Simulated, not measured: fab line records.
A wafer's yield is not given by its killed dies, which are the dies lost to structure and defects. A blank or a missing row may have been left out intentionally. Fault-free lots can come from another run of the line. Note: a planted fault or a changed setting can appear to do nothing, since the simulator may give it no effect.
2 desks, one fault	flow gf180mcu	what lay behind the numbers comes last; until then each desk has only its own

FOR THE TOOL OWNER'S DESK: pvdSputter-03
The tool's own readings at GF_V3_SPUTTER_21 (material Ti, target thk 15 nm, time 80.02 s): means of the sampled wafers that have a number, for each lot that ran on this tool. Marked OUT: a lot whose mean sits more than 4 standard deviations from the usual mean, which makes it out of limits; the brackets give that distance.
Columns: A = throttleValvePct at GF_V3_SPUTTER_21, usual 30.2 %
lot	first seen here	A
L957	day 22 03:37	30.3
L963	day 24 14:50	30.0
L965	day 25 08:35	30.7
L966	day 25 09:29	29.9
This desk's verdict: no lot among the 4 shows anything out of limits.

FROM THE METROLOGY DESK
What the gauges read for every lot (on any tool): the sampled wafers with a number, averaged. Marked OUT: a lot whose mean sits more than 4 standard deviations from the usual mean, which makes it out of limits; the brackets give that distance.
Columns: A = cdNm at GF_V3_CD_MEAS_14, usual 260.2 nm; B = V3_OVL at GF_V3_OVL_MEAS_15, usual -1 nm
lot	first seen here	A	B
L957	day 22 02:48	258.4	2
L963	day 24 14:00	260.2	-1
L965	day 25 07:46	258.8	-8
L966	day 25 08:36	262.4	-3
L967	day 25 18:39	259.7	4
L970	day 27 00:09	262.1	-6
L980	day 30 00:11	260.0	3
This desk's verdict: no lot among the 7 shows anything out of limits.

BROUGHT TOGETHER
The desk of the tool owner found nothing out of limits.
The metrology desk saw nothing out of limits.

WHAT HAD BEEN PUT IN BY THE SIMULATOR
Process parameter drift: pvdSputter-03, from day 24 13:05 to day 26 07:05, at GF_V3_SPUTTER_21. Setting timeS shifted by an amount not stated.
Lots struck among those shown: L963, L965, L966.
